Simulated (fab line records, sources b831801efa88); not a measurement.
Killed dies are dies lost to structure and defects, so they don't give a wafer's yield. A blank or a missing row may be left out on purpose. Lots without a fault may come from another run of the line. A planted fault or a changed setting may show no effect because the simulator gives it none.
Tool commonality check | flow gf180mcu | 11 lots, 33 wafers sampled

WHY IT WAS OPENED
At GF_HV_LDD_THK_MEAS_57 the reading HV_LDD_CVD_56_THK is flagged on 2 of 11 lots. Wafers without a fault read 89.9 nm, standard deviation 0.92.
Rule: a lot is flagged when every wafer of it that has a number lies more than 4 standard deviations from that mean, or none has a number. The other lots count as sound.

lot  | measured     | on            | HV_LDD_CVD_56_THK (nm), wafer by wafer | flag
L230 | day 12 12:23 | film_metro-02 | 90.3 90.5 90.8                         |
L232 | day 13 08:10 | film_metro-02 | 90.0 90.1 90.1                         |
L234 | day 14 03:47 | film_metro-02 | 91.3 91.4 91.3                         |
L235 | day 14 10:36 | film_metro-04 | 58.2 58.0 58.0                         | FLAGGED
L237 | day 15 11:39 | film_metro-03 | 60.6 61.0 60.9                         | FLAGGED
L244 | day 17 10:37 | film_metro-02 | 89.9 89.9 89.5                         |
L245 | day 17 18:31 | film_metro-03 | 90.3 90.5 90.2                         |
L247 | day 18 08:59 | film_metro-04 | 91.1 90.3 90.3                         |
L249 | day 18 23:43 | film_metro-02 | 89.3 89.0 89.1                         |
L252 | day 19 23:54 | film_metro-04 | 89.9 90.1 89.9                         |
L253 | day 20 11:16 | film_metro-04 | 89.4 89.9 88.5                         |
The numbers of the flagged lots are 59.5 nm on average: -30.5 nm against the usual, or -33 standard deviations.

WHICH TOOL RAN EACH LOT
The record holds 1 process step before the reading, out of a route of 602 steps. In each cell: the tool, then ch and the chambers that the sampled wafers went through, then the start.
lot  | flag    | GF_HV_LDD_CVD_56
L230 |         | lpcvd-01 ch 1, day 12 10:56
L232 |         | lpcvd-02 ch 1, day 13 06:01
L234 |         | lpcvd-02 ch 0, day 14 02:22
L235 | FLAGGED | lpcvd-02 ch 0, day 14 09:11
L237 | FLAGGED | lpcvd-02 ch 0, day 15 09:30
L244 |         | lpcvd-01 ch 0, day 17 09:10
L245 |         | lpcvd-02 ch 1, day 17 17:05
L247 |         | lpcvd-02 ch 0, day 18 07:32
L249 |         | lpcvd-01 ch 1, day 18 22:17
L252 |         | lpcvd-02 ch 1, day 19 21:46
L253 |         | lpcvd-01 ch 1, day 20 09:49
What these steps do:
- GF_HV_LDD_CVD_56: deposits Si3N4 from DCS/NH3, target thk 90 nm, time 1543 s.
- GF_HV_LDD_THK_MEAS_57

FLAGGED OVER TOTAL, TOOL BY TOOL (the gauges that took the reading come last)
step                  | tool          | lots run | flagged | share of the flagged lots | sound lots run after its first flagged lot
GF_HV_LDD_CVD_56      | lpcvd-01      | 4        | 0       | none                      | -
GF_HV_LDD_CVD_56      | lpcvd-02      | 7        | 2       | all                       | 3 (L245,L247,L252)
GF_HV_LDD_THK_MEAS_57 | film_metro-02 | 5        | 0       | none                      | -
GF_HV_LDD_THK_MEAS_57 | film_metro-03 | 2        | 1       | some                      | 1 (L245)
GF_HV_LDD_THK_MEAS_57 | film_metro-04 | 4        | 1       | some                      | 3 (L247,L252,L253)

WHAT THE TABLE ALLOWS
1 row of the table ran every flagged lot: lpcvd-02 at GF_HV_LDD_CVD_56.
- lpcvd-02 at GF_HV_LDD_CVD_56: 2 of its 7 lots flagged. Sound lots ran on it after the first flagged one (L245, L247, L252), which a lasting fault on the whole tool wouldn't allow. Its own readings lie more than 4 standard deviations out on every wafer of the flagged lots: spike_tc_bottom_C, spike_tc_centre_C, spike_tc_lower_C, spike_tc_top_C, spike_tc_upper_C, susceptor_temp_C.
No row of the table ran every flagged lot and no sound lot after the first.

WHAT THE SIMULATOR HAD PUT IN
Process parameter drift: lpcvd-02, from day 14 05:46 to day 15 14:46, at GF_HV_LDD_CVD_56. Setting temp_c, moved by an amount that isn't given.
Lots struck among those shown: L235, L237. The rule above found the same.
